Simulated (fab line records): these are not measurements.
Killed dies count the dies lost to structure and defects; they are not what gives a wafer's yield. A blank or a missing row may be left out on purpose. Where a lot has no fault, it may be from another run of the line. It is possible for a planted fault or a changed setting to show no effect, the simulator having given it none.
Problem report in the 8D (eight disciplines) form, filled by code | flow gf180mcu | the parts of the form that need people (team, actions taken, sign-off) are left out

1. PROBLEM STATEMENT
chamber-pressure-mTorr at GF_VT_IMPLANT_STRIP_31 reads a mean of 1199.7 mTorr on 4 wafers of 2 lots; wafers without a fault read 1499.9 mTorr with a standard deviation of 1.4. So: -99 or more standard deviations from the usual mean.
The step: strips in O2/N2.
Seen first at day 10 22:16 on plasma-asher-03, wafer L779.1. Wafers with a number at this step in the record: 39, from 13 lots. Rule for "out" (also "out of limits"): further than 4 standard deviations from the usual mean. All remaining wafers that have a number are taken as sound.

2. WHAT IT IS, WHAT IT ISN'T
question                    | is                                                               | is not
which readings at this step | chamber-pressure-mTorr, oes-product-au, strip-time-to-endpoint-s | drypump-motor-current-A, heater-power-w
which lots                  | L779, L784                                                       | L766, L767, L768, L769, L771, L772, L773, L774, L775, L776, L780
which wafers of those lots  | L779.1, L779.3, L784.4, L784.5                                   | L779.4, L784.6
read on which tools         | plasma-asher-03                                                  | plasma-asher-01, plasma-asher-02
when                        | from day 10 22:16                                                | up to then (31 sound wafers); but 4 sound wafers of L780, L784 came after

3. WHAT RULES OUT EACH SUSPECT
Counting: if a tool at a process step up to the reading ran every lot that is out, it stays a suspect. Sound lots after the first of them don't rule it out here, since some wafers of a struck lot are sound.
- plasma-asher-03 at GF_VT_IMPLANT_STRIP_31 (strips in O2/N2): kept. It ran every lot that is out, first L779 (day 10 22:16); its last sound lot up to then is L775 (day 9 20:41). Its own readings are out on those wafers: chamber-pressure-mTorr, oes-product-au, strip-time-to-endpoint-s.
- Within plasma-asher-03 at GF_VT_IMPLANT_STRIP_31: the wafers that are out ran in chamber 0; their sound lot-mates ran in chamber 1.
After counting, what remains is plasma-asher-03 at GF_VT_IMPLANT_STRIP_31.

4. THE CAUSE (what the simulator had put in)
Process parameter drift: plasma-asher-03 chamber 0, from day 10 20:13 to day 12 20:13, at GF_VT_IMPLANT_STRIP_31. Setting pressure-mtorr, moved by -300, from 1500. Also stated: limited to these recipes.
Only this tool survived the counting.

5. THE EFFECT CHAIN, in route order
Each row: a reading where the mean over the struck wafers with a number is more than 3 standard deviations away from the usual. Only readings for which the record gives a usual standard deviation are gone through. hours: the time from each lot's start at the first step in this table that gives one to its start at this step, as a median over the lots. sigmas: the change in usual standard deviations.
hours | step                   | reading                  | usual        | on struck wafers | change | sigmas
0     | GF_VT_IMPLANT_STRIP_31 | chamber-pressure-mTorr   | 1499.9 mTorr | 1199.7           | -300.2 | -99 or more
0     | GF_VT_IMPLANT_STRIP_31 | oes-product-au           | 0.716 a.u.   | 0.681            | -0.035 | -6.9
0     | GF_VT_IMPLANT_STRIP_31 | strip-time-to-endpoint-s | 12.63 s      | 13.59            | +0.96  | +28
Its process steps:
- GF_VT_IMPLANT_STRIP_31: strips in O2/N2.

6. WHAT WOULD HAVE CAUGHT IT SOONER
In this record no reading fell out of limits until day 10 22:16, 2 hours after the fault had begun at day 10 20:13.
